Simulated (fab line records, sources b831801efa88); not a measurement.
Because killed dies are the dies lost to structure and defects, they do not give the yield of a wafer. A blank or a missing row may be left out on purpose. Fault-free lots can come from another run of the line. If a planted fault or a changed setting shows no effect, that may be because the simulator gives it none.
fab line records	flow sky130
record: lots: 6	wafers: 18	lastDay: 49
route steps=708 shown VIA3@586 METAL4@598 CAP2M@603 PAD_OPEN@708
lots untouched by any fault: they come from a run of this same line in which no faults occurred
startH: start of the lot's first displayed wafer, in hours after the record's first day	waitH: how many hours have passed since the lot's step before this one	" as in the row above	L1.1+2: a single row standing in for several wafers	- value missing, or start not given	* or withheld: withheld	< > ~ a bound
route shown NAME@n: NAME is a module with steps in the file, n the number in the route of the first one	usual: average and standard deviation across the fault-free wafers	same: alike in all rows	chamber/n: place in a boat	sites: each site's reading	_std_site: standard deviation across them	_edge_site: the outer-site mean with the inner-site mean subtracted	radiusMm: how far each site lies from the wafer's centre	mask NAME#n: copy n	behind: the last tool/chamber to shape the wafer	hold: reason for holding the lot/hours on hold/outcome of the hold	device: which transistor (n, p or np) failed to switch	end of line: tests run on the same wafers once the route is complete	a step without rows: its recipe alone	killed: at the first sort, the dies lost to defects and structure; wafer yield is something else	map: the dies of a wafer, with x for killed, . for not killed, _ for no die there
set.NAME: the run value of the setting; set.NAME@STEP: its run value at that earlier step	model.NAME: the simulator's own value behind a step, which no gauge read
a table for each step, a row for each wafer; lots at some steps of the route
services: when a tool's chamber went out of use (startH, in hours from the record's first day, below 0 if earlier), for how many hours, and the reason
== steps ==
step: SKY_VIA3_OVL_MEAS_13
usual: VIA3_OVL: 3/5.4
lot.wafer	tool	chamber	startH	waitH	VIA3_OVL[nm]
L497.1	overlay-02	-	919.77	0.1	8
L497.2	"	-	"	"	3
L497.4	"	-	"	"	8
L504.1	overlay-01	-	985.32	0.1	9
L504.3	"	-	"	"	3
L504.5	"	-	"	"	1
L505.2	overlay-02	-	990.54	0.1	-6
L505.5	"	-	"	"	-2
L505.6	"	-	"	"	2
L510.2	overlay-01	-	1027.82	0.1	4
L510.4	"	-	"	"	3
L510.5	"	-	"	"	4
L512.2	overlay-01	-	1041.47	0.1	3
L512.3	"	-	"	"	-2
L512.5	"	-	"	"	2
L518.3	overlay-01	-	1065.35	0.1	-1
L518.5	"	-	"	"	0
L518.6	"	-	"	"	1
step: SKY_VIA3_ETCH_14
recipe: chemistry: N2/H2	target: BARC	ionEnergyEv: 200	sourceW: 500	biasW: 100	pressureMtorr: 30	n2FlowSccm: 100	h2FlowSccm: 200	stopOn: SiO2	timeS: 45.9	targetDepthA: 600
step: SKY_VIA3_ETCH_15
recipe: target: SiO2	chemistry: C4F8/O2/Ar	targetDepthNm: 507	stopOn: TiN	maskMaterial: KrF-thick	sourceW: 1500	biasW: 1200	pressureMtorr: 40	c4f8FlowSccm: withheld	O2_flow_sccm: 6	Ar_flow_sccm: 300	timeS: 78
step: SKY_VIA3_STRIP_16
recipe: chemistry: O2/N2	powerW: 1400	pressureMtorr: 1500	platenTempC: withheld	o2FlowSccm: 3000	n2FlowSccm: 300	overashFraction: 0.5
step: SKY_VIA3_STRIP_17
recipe: chemistry: postEtchResidueRemover	timeS: 1200	tempC: 72.5
step: SKY_VIA3_CLEAN_18
recipe: chemistry: IPA	timeS: 180	tempC: 25
step: SKY_VIA3_CLEAN_19
recipe: chemistry: O3/DIW	dry: n2Spin
step: SKY_VIA3_SPUTTER_20
recipe: material: TiN	targetThkNm: 20	chamberPressurePa: 5	powerW: 4000	timeS: 80
step: SKY_VIA3_CVD_21
recipe: material: W	targetThkNm: 390	timeS: 117.31	tempC: 400	pressureTorr: 40
usual: heaterPowerW: 893/87
lot.wafer	tool	chamber	startH	waitH	heaterPowerW
L497.1	cvdW-02	0	920.72	0.0	803
L497.2	"	1	"	"	1048
L497.4	"	0	"	"	804
L504.1	cvdW-02	0	986.11	0.0	809
L504.3	"	0	"	"	789
L504.5	"	0	"	"	818
L505.2	cvdW-01	1	991.33	0.0	807
L505.5	"	1	"	"	815
L505.6	"	0	"	"	935
L510.2	cvdW-02	0	1028.65	0.0	831
L510.4	"	1	"	"	1032
L510.5	"	1	"	"	1048
L512.2	cvdW-01	1	1042.28	0.0	826
L512.3	"	0	"	"	957
L512.5	"	1	"	"	815
L518.3	cvdW-01	1	1066.17	0.1	813
L518.5	"	0	"	"	946
L518.6	"	1	"	"	823
step: SKY_VIA3_RS_MEAS_22
recipe: thkMeasGauge: four-point-probe	reads: W_of_VIA3_CVD_21+TiN_of_VIA3_SPUTTER_20
usual: VIA3_W_RS: 0.293/0.005
lot.wafer	tool	chamber	startH	waitH	VIA3_W_RS[ohm/sq]
L497.1	filmMetro-01	-	920.85	0.1	0.285
L497.2	"	-	"	"	0.289
L497.4	"	-	"	"	0.287
L504.1	filmMetro-01	-	986.35	0.2	0.285
L504.3	"	-	"	"	0.287
L504.5	"	-	"	"	0.284
L505.2	filmMetro-01	-	991.47	0.1	0.296
L505.5	"	-	"	"	0.292
L505.6	"	-	"	"	0.291
L510.2	filmMetro-04	-	1028.79	0.1	0.288
L510.4	"	-	"	"	0.294
L510.5	"	-	"	"	0.290
L512.2	filmMetro-04	-	1042.42	0.1	0.299
L512.3	"	-	"	"	0.291
L512.5	"	-	"	"	0.301
L518.3	filmMetro-02	-	1066.29	0.1	0.300
L518.5	"	-	"	"	0.292
L518.6	"	-	"	"	0.295
step: SKY_VIA3_THK_MEAS_23
recipe: thkMeasGauge: xrf	reads: W_of_VIA3_CVD_21
usual: VIA3_W_THK: 377/8.5
lot.wafer	tool	chamber	startH	waitH	VIA3_W_THK[nm]
L497.1	filmMetro-01	-	920.97	0.1	396
L497.2	"	-	"	"	387
L497.4	"	-	"	"	393
L504.1	filmMetro-01	-	986.47	0.1	388
L504.3	"	-	"	"	387
L504.5	"	-	"	"	392
L505.2	filmMetro-01	-	991.58	0.1	377
L505.5	"	-	"	"	383
L505.6	"	-	"	"	383
L510.2	filmMetro-04	-	1028.90	0.1	381
L510.4	"	-	"	"	373
L510.5	"	-	"	"	377
L512.2	filmMetro-04	-	1042.53	0.1	362
L512.3	"	-	"	"	372
L512.5	"	-	"	"	360
L518.3	filmMetro-02	-	1066.39	0.1	371
L518.5	"	-	"	"	380
L518.6	"	-	"	"	379
step: SKY_VIA3_CMP_24
recipe: stopOn: SiO2	tOverpolishS: 20	downForcePsi: 3.5	platenRpm: 60	targetThkNm: 0	padVelocityMS: 0.94248
step: SKY_METAL4_SPUTTER_00
recipe: material: Ti	targetThkNm: 15	powerW: 3000	timeS: 10	chamberPressurePa: 0.4
usual: throttleValvePct: 30.3/1.1
lot.wafer	tool	chamber	startH	waitH	throttleValvePct
L497.1	pvdSputter-03	-	921.33	0.2	28.9
L497.2	"	-	"	"	29.5
L497.4	"	-	"	"	32.4
L504.1	pvdSputter-04	-	986.83	0.2	29.3
L504.3	"	-	"	"	31.0
L504.5	"	-	"	"	29.1
L505.2	pvdSputter-04	-	991.93	0.1	30.8
L505.5	"	-	"	"	31.2
L505.6	"	-	"	"	30.0
L510.2	pvdSputter-03	-	1029.25	0.2	28.7
L510.4	"	-	"	"	28.9
L510.5	"	-	"	"	31.5
L512.2	pvdSputter-03	-	1042.88	0.2	29.8
L512.3	"	-	"	"	31.7
L512.5	"	-	"	"	29.4
L518.3	pvdSputter-03	-	1066.73	0.1	28.8
L518.5	"	-	"	"	28.7
L518.6	"	-	"	"	32.1
step: SKY_METAL4_SPUTTER_01
recipe: material: TiN	targetThkNm: 20	powerW: 6500	timeS: 16.7	chamberPressurePa: 0.4
step: SKY_METAL4_SPUTTER_02
recipe: material: AlCu	targetThkNm: 735	powerW: 10600	timeS: 39.1	chamberPressurePa: 0.4
usual: throttleValvePct: 30.3/1.1
lot.wafer	tool	chamber	startH	waitH	throttleValvePct
L497.1	pvdSputter-03	-	921.38	0.0	28.5
L497.2	"	-	"	"	29.4
L497.4	"	-	"	"	32.1
L504.1	pvdSputter-04	-	986.88	0.0	29.1
L504.3	"	-	"	"	31.2
L504.5	"	-	"	"	29.0
L505.2	pvdSputter-04	-	991.98	0.0	30.9
L505.5	"	-	"	"	31.0
L505.6	"	-	"	"	30.0
L510.2	pvdSputter-03	-	1029.30	0.0	28.7
L510.4	"	-	"	"	28.7
L510.5	"	-	"	"	31.5
L512.2	pvdSputter-03	-	1042.93	0.0	29.7
L512.3	"	-	"	"	31.6
L512.5	"	-	"	"	29.3
L518.3	pvdSputter-03	-	1066.78	0.0	28.9
L518.5	"	-	"	"	29.0
L518.6	"	-	"	"	32.0
step: SKY_METAL4_SPUTTER_03
recipe: material: Ti	targetThkNm: 5	powerW: 3000	timeS: 3.3	chamberPressurePa: 0.4
step: SKY_METAL4_SPUTTER_04
recipe: material: TiN	targetThkNm: 70	powerW: 6500	timeS: 58.3	chamberPressurePa: 0.4
usual: throttleValvePct: 30.3/1.1
lot.wafer	tool	chamber	startH	waitH	throttleValvePct
L497.1	pvdSputter-03	-	921.43	0.0	28.9
L497.2	"	-	"	"	29.6
L497.4	"	-	"	"	32.0
L504.1	pvdSputter-04	-	986.94	0.0	29.0
L504.3	"	-	"	"	30.7
L504.5	"	-	"	"	28.9
L505.2	pvdSputter-04	-	992.04	0.0	31.2
L505.5	"	-	"	"	31.0
L505.6	"	-	"	"	30.1
L510.2	pvdSputter-03	-	1029.35	0.0	29.0
L510.4	"	-	"	"	28.8
L510.5	"	-	"	"	31.3
L512.2	pvdSputter-03	-	1042.99	0.0	29.7
L512.3	"	-	"	"	31.3
L512.5	"	-	"	"	29.7
L518.3	pvdSputter-03	-	1066.84	0.0	28.9
L518.5	"	-	"	"	28.6
L518.6	"	-	"	"	32.2
step: SKY_CAP2M_CVD_00
recipe: material: SiO2	targetThkNm: 15.5	tempC: 400	timeS: withheld	rfW: 450
usual: heaterPowerW: 731/73
lot.wafer	tool	chamber	startH	waitH	heaterPowerW
L497.1	pecvd-03	2	921.48	0.0	786
L497.2	"	0	"	"	594
L497.4	"	2	"	"	769
L504.1	pecvd-04	1	986.99	0.0	825
L504.3	"	0	"	"	859
L504.5	"	2	"	"	689
L505.2	pecvd-02	0	992.08	0.0	837
L505.5	"	2	"	"	667
L505.6	"	1	"	"	788
L510.2	pecvd-03	0	1029.40	0.0	631
L510.4	"	2	"	"	658
L510.5	"	1	"	"	706
L512.2	pecvd-02	0	1043.04	0.0	699
L512.3	"	2	"	"	691
L512.5	"	2	"	"	712
L518.3	pecvd-02	0	1066.89	0.0	796
L518.5	"	2	"	"	689
L518.6	"	1	"	"	726
step: SKY_CAP2M_THK_MEAS_01
recipe: reads: SiO2_of_CAP2M_CVD_00
usual: CAP2M_CVD_00_THK: 15.50/0.25
lot.wafer	tool	chamber	startH	waitH	CAP2M_CVD_00_THK[nm]
L497.1	filmMetro-04	-	921.51	-	15.47
L497.2	"	-	"	"	15.19
L497.4	"	-	"	"	15.78
L504.1	filmMetro-01	-	987.01	-	15.47
L504.3	"	-	"	"	15.11
L504.5	"	-	"	"	15.48
L505.2	filmMetro-01	-	992.12	-	15.05
L505.5	"	-	"	"	15.79
L505.6	"	-	"	"	15.64
L510.2	filmMetro-03	-	1029.43	-	14.99
L510.4	"	-	"	"	15.97
L510.5	"	-	"	"	15.70
L512.2	filmMetro-04	-	1043.07	-	15.31
L512.3	"	-	"	"	15.29
L512.5	"	-	"	"	15.57
L518.3	filmMetro-03	-	1066.93	-	14.84
L518.5	"	-	"	"	15.50
L518.6	"	-	"	"	15.57
step: SKY_CAP2M_SPUTTER_02
recipe: material: TiN	targetThkNm: 200	tempC: 300	powerW: 6500	timeS: 166.7	chamberPressurePa: 0.4
step: SKY_CAP2M_RS_MEAS_03
recipe: thkMeasGauge: four-point-probe	reads: TiN_of_CAP2M_SPUTTER_02
usual: CAP2M_TIN_RS: 6.87/0.073
lot.wafer	tool	chamber	startH	waitH	CAP2M_TIN_RS[ohm/sq]
L497.1	filmMetro-01	-	921.67	0.1	6.90
L497.2	"	-	"	"	6.80
L497.4	"	-	"	"	6.88
L504.1	filmMetro-03	-	987.19	0.1	6.92
L504.3	"	-	"	"	6.91
L504.5	"	-	"	"	6.93
L505.2	filmMetro-04	-	992.30	0.1	6.88
L505.5	"	-	"	"	6.99
L505.6	"	-	"	"	6.96
L510.2	filmMetro-04	-	1029.61	0.1	6.84
L510.4	"	-	"	"	6.72
L510.5	"	-	"	"	6.76
L512.2	filmMetro-03	-	1043.25	0.1	6.86
L512.3	"	-	"	"	6.78
L512.5	"	-	"	"	6.84
L518.3	filmMetro-04	-	1067.12	0.1	6.83
L518.5	"	-	"	"	6.77
L518.6	"	-	"	"	6.76
step: SKY_CAP2M_THK_MEAS_04
recipe: thkMeasGauge: xrf	reads: TiN_of_CAP2M_SPUTTER_02
usual: CAP2M_TIN_THK: 201.3/2.6
lot.wafer	tool	chamber	startH	waitH	CAP2M_TIN_THK[nm]
L497.1	filmMetro-01	-	921.79	0.1	201.4
L497.2	"	-	"	"	203.6
L497.4	"	-	"	"	202.3
L504.1	filmMetro-03	-	987.31	0.1	200.1
L504.3	"	-	"	"	199.6
L504.5	"	-	"	"	200.1
L505.2	filmMetro-04	-	992.41	0.1	198.7
L505.5	"	-	"	"	195.6
L505.6	"	-	"	"	196.9
L510.2	filmMetro-04	-	1029.72	0.1	201.9
L510.4	"	-	"	"	205.1
L510.5	"	-	"	"	203.8
L512.2	filmMetro-03	-	1043.36	0.1	201.5
L512.3	"	-	"	"	204.8
L512.5	"	-	"	"	202.5
L518.3	filmMetro-04	-	1067.22	0.1	202.3
L518.5	"	-	"	"	202.6
L518.6	"	-	"	"	204.2
step: SKY_CAP2M_DEHYDRATE_05
recipe: tempC: 200	timeS: 60
step: SKY_CAP2M_HMDS_06
recipe: primeTimeS: 60	primeTempC: 120
step: SKY_CAP2M_COAT_07
recipe: resist: NOVOLAK	spinRpm: 3000	resistThkNm: 1140
step: SKY_CAP2M_SOFTBAKE_08
recipe: tempC: 90	timeS: 60	resist: NOVOLAK
step: SKY_CAP2M_EXPOSE_09
recipe: maskId: CAP2M	na: 0.6	sourceShape: conventional	sigmaOuter: 0.6	polarization: unpolarized	targetCdNm: 1000	doseMj: 159
step: SKY_CAP2M_PEB_10
recipe: tempC: withheld	timeS: *	resist: NOVOLAK
step: SKY_CAP2M_DEVELOP_11
recipe: resist: NOVOLAK	developer: TMAH	developTimeS: 60	devTempC: 23
step: SKY_CAP2M_OVL_MEAS_12
usual: CAP2M_OVL: 0.2/1.5
lot.wafer	tool	chamber	startH	waitH	CAP2M_OVL[nm]
L497.1	overlay-01	-	945.29	0.1	-1.0
L497.2	"	-	"	"	-2.0
L497.4	"	-	"	"	-2.9
L504.1	overlay-01	-	1009.87	0.1	0.9
L504.3	"	-	"	"	1.3
L504.5	"	-	"	"	1.3
L505.2	overlay-01	-	1014.90	0.1	-0.5
L505.5	"	-	"	"	-0.3
L505.6	"	-	"	"	-1.4
L510.2	overlay-02	-	1050.77	0.1	-0.3
L510.4	"	-	"	"	-1.4
L510.5	"	-	"	"	0.2
L512.2	overlay-02	-	1063.92	0.1	0.8
L512.3	"	-	"	"	0.7
L512.5	"	-	"	"	-0.7
L518.3	overlay-02	-	1087.51	0.1	0.0
L518.5	"	-	"	"	-0.5
L518.6	"	-	"	"	-1.2
step: SKY_CAP2M_METAL_ETCH_13
recipe: targetDepthNm: 220	stopOn: SiO2	chemistry: Cl2/BCl3	target: TiN	pressureMtorr: 10	icpW: 900	biasW: 48.5	Cl2_flow_sccm: 60	bcl3FlowSccm: 30	timeS: 62.9
usual: drypumpMotorCurrentA: 5.6/0.65	oesProductAu: 0.945/0.0083	throttleValvePct: 21.899/0.01
lot.wafer	tool	chamber	startH	waitH	drypumpMotorCurrentA	oesProductAu	rfHoursCounterH	throttleValvePct
L497.1	rieMetal-01	1	945.33	0.0	6.1	0.942	7	21.887
L497.2	"	0	"	"	4.9	0.943	10	21.887
L497.4	"	1	"	"	6.1	0.947	-	21.889
L504.1	rieMetal-03	1	1009.90	0.0	6.4	0.944	15	21.907
L504.3	"	1	"	"	6.4	0.932	-	21.915
L504.5	"	0	"	"	6.0	0.940	-	21.906
L505.2	rieMetal-03	0	1014.93	0.0	6.1	0.942	15	21.900
L505.5	"	1	"	"	6.4	0.935	-	21.904
L505.6	"	0	"	"	6.1	0.940	-	21.918
L510.2	rieMetal-04	0	1050.80	0.0	4.6	0.944	21	21.892
L510.4	"	1	"	"	5.7	0.956	-	21.893
L510.5	"	0	"	"	4.6	0.962	-	21.896
L512.2	rieMetal-01	1	1063.95	0.0	6.2	0.945	14	21.907
L512.3	"	1	"	"	6.2	0.954	-	21.908
L512.5	"	1	"	"	6.2	0.948	-	21.901
L518.3	rieMetal-01	0	1087.56	0.0	4.9	0.962	-	21.905
L518.5	"	1	"	"	6.1	0.956	-	21.898
L518.6	"	0	"	"	4.9	0.952	-	21.888
step: SKY_CAP2M_STRIP_14
recipe: chemistry: O2/N2	powerW: 1400	pressureMtorr: 1500	platenTempC: withheld	o2FlowSccm: 3000	n2FlowSccm: 300	overashFraction: 0.5
step: SKY_CAP2M_STRIP_15
recipe: chemistry: postEtchResidueRemover	timeS: 1200	tempC: 72.5
step: SKY_CAP2M_CLEAN_16
recipe: chemistry: IPA	timeS: 180	tempC: 25
step: SKY_CAP2M_CLEAN_17
recipe: chemistry: O3/DIW	dry: n2Spin
step: SKY_METAL4_DEHYDRATE_05
recipe: tempC: 200	timeS: 60
step: SKY_METAL4_HMDS_06
recipe: primeTimeS: 60	primeTempC: 120
step: SKY_METAL4_COAT_07
recipe: resist: BARC	tempC: withheld	timeS: withheld	spinRpm: 3000	resistThkNm: 60
step: SKY_METAL4_COAT_08
recipe: resist: KrF-thick	spinRpm: 3000	resistThkNm: 1140
step: SKY_METAL4_SOFTBAKE_09
recipe: tempC: 100	timeS: 90	resist: KrF-thick
step: SKY_METAL4_EXPOSE_10
recipe: maskId: MM4	na: 0.68	sourceShape: annular	sigmaInner: 0.4	sigmaOuter: 0.8	targetCdNm: 300	doseMj: 28
step: SKY_METAL4_PEB_11
recipe: pebTempC: withheld	pebTimeS: withheld	resist: KrF-thick
step: SKY_PAD_OPEN_PROBE_99
usual: defectLimitedYield: 82.7/1.9	killed_at_M0_to_M3: 43/6.8	killed_at_M4_up: 2.9/1.7	killedAtContacts: 24/5.4	killedAtFrontEnd: 15/4.8	killedAtOther: 0.3/0.57	killedDies: 85/9.4	killedOpen: 47/7.5	killedShort: 38/5.7	sort_bin_3_pad_short: 0.8/0.37	sort_bin_5_function: 10.2/1.5	sort_bin_6_memory: 6.2/1.1	sortNPass: 407/9.4	sortYieldPct: 82.7/1.9
same: grossDies: 492	killedAtBackSide: 0	sort_bin_4_leakage[%]: 0	sort_bin_8_speed[%]: 0
lot.wafer	tool	chamber	startH	waitH	defectLimitedYield[%]	killed_at_M0_to_M3	killed_at_M4_up	killedAtContacts	killedAtFrontEnd	killedAtOther	killedDies	killedOpen	killedShort	sort_bin_3_pad_short[%]	sort_bin_5_function[%]	sort_bin_6_memory[%]	sortNPass	sortYieldPct[%]	model.etest.tester.sortNPass	model.etest.tester.sortYieldPct	model.etest.tester.sort_bin_5_pct	model.etest.tester.sort_bin_3_pct
L504.1	prober-01	-	1120.67	0.1	75.2	36	50	18	17	1	122	43	33	3.5	16.5	4.9	370	75.2	370	75.2	16.46	3.455
L504.3	prober-01	-	1120.77	0.2	73.8	60	42	18	9	0	129	52	38	1.6	18.9	5.7	363	73.8	363	73.78	18.9	1.626
L504.5	prober-01	-	1120.87	0.2	75.8	41	44	20	14	0	119	40	35	2.0	15.7	6.5	373	75.8	373	75.81	15.65	2.033
L505.2	prober-02	-	1126.20	0.1	75.0	44	41	21	16	1	123	40	43	2.0	14.6	8.3	369	75.0	369	75	14.63	2.033
L505.5	prober-02	-	1126.35	0.2	73.0	52	46	17	18	0	133	52	37	1.6	17.5	7.9	359	73.0	359	72.97	17.48	1.626
L505.6	prober-02	-	1126.40	0.2	76.4	39	42	20	15	0	116	44	34	1.4	14.8	7.3	376	76.4	376	76.42	14.84	1.423
L510.2	prober-01	-	1154.77	0.1	81.1	52	6	21	14	0	93	43	50	0.8	11.2	6.9	399	81.1	399	81.1	11.18	0.813
L510.4	prober-01	-	1154.87	0.2	80.9	46	5	24	19	0	94	58	36	1.0	11.2	6.9	398	80.9	398	80.89	11.18	1.016
L510.5	prober-01	-	1154.92	0.2	83.1	42	2	21	16	2	83	51	32	0.2	11.8	4.9	409	83.1	409	83.13	11.79	0.2033
L512.2	prober-02	-	1169.32	0.1	84.6	40	2	20	14	0	76	46	30	1.0	9.6	4.9	416	84.6	416	84.55	9.553	1.016
L512.3	prober-02	-	1169.37	0.2	82.3	44	2	25	16	0	87	43	44	0.6	10.6	6.5	405	82.3	405	82.32	10.57	0.6098
L512.5	prober-02	-	1169.47	0.2	84.3	31	2	26	18	0	77	37	40	1.2	9.8	4.7	415	84.3	415	84.35	9.756	1.22
L518.3	prober-01	-	1184.68	0.2	82.9	41	4	21	18	0	84	47	37	1.0	10.2	5.9	408	82.9	408	82.93	10.16	1.016
L518.5	prober-01	-	1184.78	0.2	79.9	46	5	22	24	2	99	56	43	0.2	13.0	6.9	393	79.9	393	79.88	13.01	0.2033
L518.6	prober-01	-	1184.83	0.2	81.7	43	3	24	20	0	90	56	34	0.4	10.8	7.1	402	81.7	402	81.71	10.77	0.4065
killed by level:class
L504.1 METAL4:unspecified=46 CONTACT:geometricParticle:open=8 VIA1:geometricParticle:open=7 VIA2:geometricParticle:open=7 LOCAL_INTERCONNECT:geometricParticle:short=6 VIA1:geometricParticle:short=5 FIELD_ISO:geometricParticle:short=4 POLY_GATE:geometricParticle:short=4
L504.3 METAL4:unspecified=39 VIA2:geometricParticle:open=14 VIA3:geometricParticle:open=10 VIA1:geometricParticle:open=9 METAL2:geometricParticle:short=7 LI_CONTACT:geometricParticle:open=6 CONTACT:geometricParticle:short=5 VIA2:geometricParticle:short=5
L504.5 METAL4:unspecified=44 VIA1:geometricParticle:open=7 VIA3:geometricParticle:open=6 METAL2:geometricParticle:short=6 POLY_GATE:geometricParticle:open=5 LI_CONTACT:geometricParticle:short=5 CONTACT:geometricParticle:open=5 VIA2:geometricParticle:open=5
L505.2 METAL4:unspecified=40 VIA3:geometricParticle:short=9 CONTACT:geometricParticle:open=8 VIA3:geometricParticle:open=8 METAL2:geometricParticle:short=7 VIA1:geometricParticle:open=5 FIELD_ISO:geometricParticle:short=4 POLY_GATE:geometricParticle:open=4
L505.5 METAL4:unspecified=44 VIA1:geometricParticle:open=13 CONTACT:geometricParticle:open=9 VIA2:geometricParticle:open=8 METAL2:geometricParticle:short=8 VIA3:geometricParticle:open=7 VIA2:geometricParticle:short=4 FIELD_ISO:geometricParticle:short=3
L505.6 METAL4:unspecified=38 VIA1:geometricParticle:open=9 VIA2:geometricParticle:open=7 CONTACT:geometricParticle:open=7 VIA3:geometricParticle:open=7 CONTACT:geometricParticle:short=6 FIELD_ISO:geometricParticle:open=5 VIA2:geometricParticle:short=5
L510.2 CONTACT:geometricParticle:open=9 VIA2:geometricParticle:open=9 METAL1:geometricParticle:short=8 VIA1:geometricParticle:short=6 VIA1:geometricParticle:open=6 VIA3:geometricParticle:open=6 FIELD_ISO:geometricParticle:open=5 METAL2:geometricParticle:short=5
L510.4 VIA2:geometricParticle:open=13 CONTACT:geometricParticle:open=10 FIELD_ISO:geometricParticle:open=7 LI_CONTACT:geometricParticle:open=7 METAL1:geometricParticle:short=7 VIA3:geometricParticle:open=7 VIA1:geometricParticle:open=6 VIA1:geometricParticle:short=5
L510.5 VIA1:geometricParticle:open=11 LI_CONTACT:geometricParticle:open=9 VIA2:geometricParticle:open=9 METAL1:geometricParticle:short=7 CONTACT:geometricParticle:open=6 VIA3:geometricParticle:open=6 FIELD_ISO:geometricParticle:short=5 FIELD_ISO:geometricParticle:open=3
L512.2 VIA1:geometricParticle:open=10 CONTACT:geometricParticle:open=9 LI_CONTACT:geometricParticle:open=7 VIA3:geometricParticle:open=6 FIELD_ISO:geometricParticle:open=5 METAL2:geometricParticle:short=5 FIELD_ISO:geometricParticle:short=4 METAL1:geometricParticle:short=4
L512.3 CONTACT:geometricParticle:open=9 VIA1:geometricParticle:open=8 LI_CONTACT:geometricParticle:open=7 VIA3:geometricParticle:open=6 POLY_GATE:geometricParticle:open=5 CONTACT:geometricParticle:short=5 METAL1:geometricParticle:short=5 METAL2:geometricParticle:short=5
L512.5 CONTACT:geometricParticle:open=13 CONTACT:geometricParticle:short=7 VIA1:geometricParticle:open=7 POLY_GATE:geometricParticle:short=5 LI_CONTACT:geometricParticle:open=5 METAL1:geometricParticle:short=5 VIA1:geometricParticle:short=5 VIA3:geometricParticle:short=4
L518.3 VIA1:geometricParticle:open=11 FIELD_ISO:geometricParticle:open=8 CONTACT:geometricParticle:open=8 VIA2:geometricParticle:open=7 FIELD_ISO:geometricParticle:short=6 METAL2:geometricParticle:short=6 LI_CONTACT:geometricParticle:open=5 METAL1:geometricParticle:short=5
L518.5 VIA3:geometricParticle:open=9 VIA1:geometricParticle:open=9 METAL2:geometricParticle:short=7 CONTACT:geometricParticle:open=7 LI_CONTACT:geometricParticle:open=6 FIELD_ISO:geometricParticle:short=5 CONTACT:geometricParticle:short=5 METAL1:geometricParticle:short=5
L518.6 VIA1:geometricParticle:open=10 LI_CONTACT:geometricParticle:open=9 FIELD_ISO:geometricParticle:open=8 CONTACT:geometricParticle:open=7 VIA3:geometricParticle:open=7 METAL2:geometricParticle:short=6 FIELD_ISO:geometricParticle:short=5 VIA1:geometricParticle:short=5
map L504.3 (x killed, . not)
__________.x......x._________
________..x.......x..._______
______.x.x....xx.....x.._____
_____x....x....x...x.....____
____..x...x....x.....x....___
___.........x..x...........__
__.........x..xx.x..x..x...._
_.xx...x..x.x.............x..
_...x..........x..xxx......xx
_...xx.....xx..xx.......x.x..
_...x.x..xxx....xx...x...x...
_.x..........x..x.x..........
_.xx...x..x.....x..x......x..
_..........xx...x............
_.x..x..............x..xx....
__..........xx.............._
___......x...xx..x.xx......__
____.x.xx...xx.xx...x.x...___
_____......xxxxxxxxx...x.____
______..x.xxxxxxxxx..x.._____
________.x.xxxxxxxxx.._______
__________..xxxxxxx._________
map L505.5 (x killed, . not)
__________....x....x_________
________.....x........_______
______.....x.....x.x..x._____
_____..................x.____
____..................x.x.___
___..x.........x...xx......__
__x.x........x.............x_
_..xx.x..x..........x....x...
_......x......x....xx.....x.x
_........x.x....xx.x.......xx
_..x..x.xx....x.x.x.......x..
_.............xxxx....x...x..
_.x......x..x..x.x.....x..xx.
_x........x........xx.x....xx
_...x.....xx...x........x...x
__xx..x....x..x............._
___..x.x....xxx......x.....__
____x.....xxxxxxxx.x......___
_____.....xxxxxxxxx..x.x.____
______.xx..xxxxxxxxx...._____
________x.x.xxxxxxx.x._______
__________xxxxxxxx.._________
== services ==
tool	chamber	startH	hours	kind
cvdW-02	-	904.00	14.0	pm
cvdW-01	-	904.81	1.4	repair
pvdSputter-04	2	906.91	-	consumableReplace:kit
pvdSputter-04	2	906.91	18.0	scheduledDown
cvdW-01	-	909.97	0.6	repair
pecvd-03	-	913.77	0.4	repair
pecvd-04	0	928.79	12.5	repair
pvdSputter-04	-	931.35	1.4	repair
pecvd-03	-	933.11	28.1	pm
cvdW-01	0	938.88	2.7	repair
pvdSputter-03	-	948.12	3.5	repair
pvdSputter-03	-	955.13	5.2	repair
cvdW-02	1	980.14	9.8	repair
pvdSputter-03	-	987.20	4.1	repair
pecvd-03	-	1000.08	0.8	pm
rieMetal-01	-	1005.90	2.8	pm
pvdSputter-03	-	1010.32	1.1	repair
pvdSputter-03	1	1020.95	-	consumableReplace:kit
pvdSputter-03	1	1020.95	18.0	scheduledDown
pvdSputter-03	1	1020.95	18.0	ventCycle
pecvd-04	-	1041.18	5.5	pm
pecvd-04	-	1062.73	0.8	repair
rieMetal-04	-	1066.26	0.5	repair
cvdW-01	-	1075.74	14.6	pm
== key ==
firstSign: step: SKY_PAD_OPEN_PROBE_99	reading: killed_at_M4_up	direction: up	sigmas: 24	usual: 2.9	struck: 44.2
effect: step: SKY_PAD_OPEN_PROBE_99	reading: sort_bin_5_function	direction: up	sigmas: 4.2	usual: 10.2	struck: 16.3
modelEffect: step: SKY_PAD_OPEN_PROBE_99	value: etest.tester.sortNPass	without: 406.5	struck: 368.3
metAt SKY_METAL4_SPUTTER_00
struckWafers L504.1,L504.3,L504.5,L505.2,L505.5,L505.6
alsoFits SKY_METAL4_SPUTTER_02:pvdSputter-04,SKY_METAL4_SPUTTER_04:pvdSputter-04,SKY_CAP2M_METAL_ETCH_13:rieMetal-03
fault: kind: chamberParticleSource	tool: pvdSputter-04	chamber: -	onsetH: 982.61	steps: SKY_METAL4_SPUTTER_00	ratePerVisitCm2: 0.55906	endH: 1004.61
